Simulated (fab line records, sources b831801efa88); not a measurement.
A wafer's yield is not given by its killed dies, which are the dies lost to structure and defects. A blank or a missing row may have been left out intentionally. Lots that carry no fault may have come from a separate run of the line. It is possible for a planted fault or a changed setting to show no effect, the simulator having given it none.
Which tool did it?	flow gf180mcu	Sampling: 6 lots, 18 wafers, 2 of 602 route steps

## WHAT EACH GAUGE READ, for each wafer
GF_MIM_THK_MEAS_06.
lot	measured	on	MIM_CVD_05_THK (nm)
L541	day 25 01:05	film_metro-03	41.2 41.2 41.3
L543	day 25 13:59	film_metro-03	40.7 40.9 42.0
L545	day 26 00:53	film_metro-03	42.5 43.6 42.9
L547	day 27 00:22	film_metro-01	41.1 41.6 42.1
L551	day 28 03:08	film_metro-03	42.1 42.3 42.1
L553	day 28 22:57	film_metro-01	41.4 41.8 42.3

## EACH LOT AND THE TOOL THAT RAN IT (in order: tool; ch and the chambers of the sampled wafers; start)
lot	GF_V4_CMP_04
L541	cmp-02 ch 0,1,3, day 24 01:17
L543	cmp-02 ch 0,2,3, day 24 14:23
L545	cmp-02 ch 0,1,2, day 25 02:25
L547	cmp-02 ch 0,1, day 26 01:06
L551	cmp-01 ch 1,3, day 27 04:38
L553	cmp-01 ch 0,2,3, day 28 00:54
- GF_V4_CMP_04: polishes SiO2.

## THE ANSWER, worked out from the rows above alone
Rule: usual is defined by the lots themselves. The widest of any qualifying gaps counts: lots, ordered by their means at a reading, are off when they make up no more than a third of the lots, leave a main group of 4 or more, and stand apart from it by 3 or more times the standard deviation of that group's means. Not used: any main group whose means are identical at the precision the tables above print for the reading. A lot without any number at a reading at which 4 lots or more have one is off too. Where the step has rows for the other lots, those lots are counted as sound.
None of the lots is off at any reading shown; this tells nothing.

## WHAT HAD BEEN PUT IN BY THE SIMULATOR
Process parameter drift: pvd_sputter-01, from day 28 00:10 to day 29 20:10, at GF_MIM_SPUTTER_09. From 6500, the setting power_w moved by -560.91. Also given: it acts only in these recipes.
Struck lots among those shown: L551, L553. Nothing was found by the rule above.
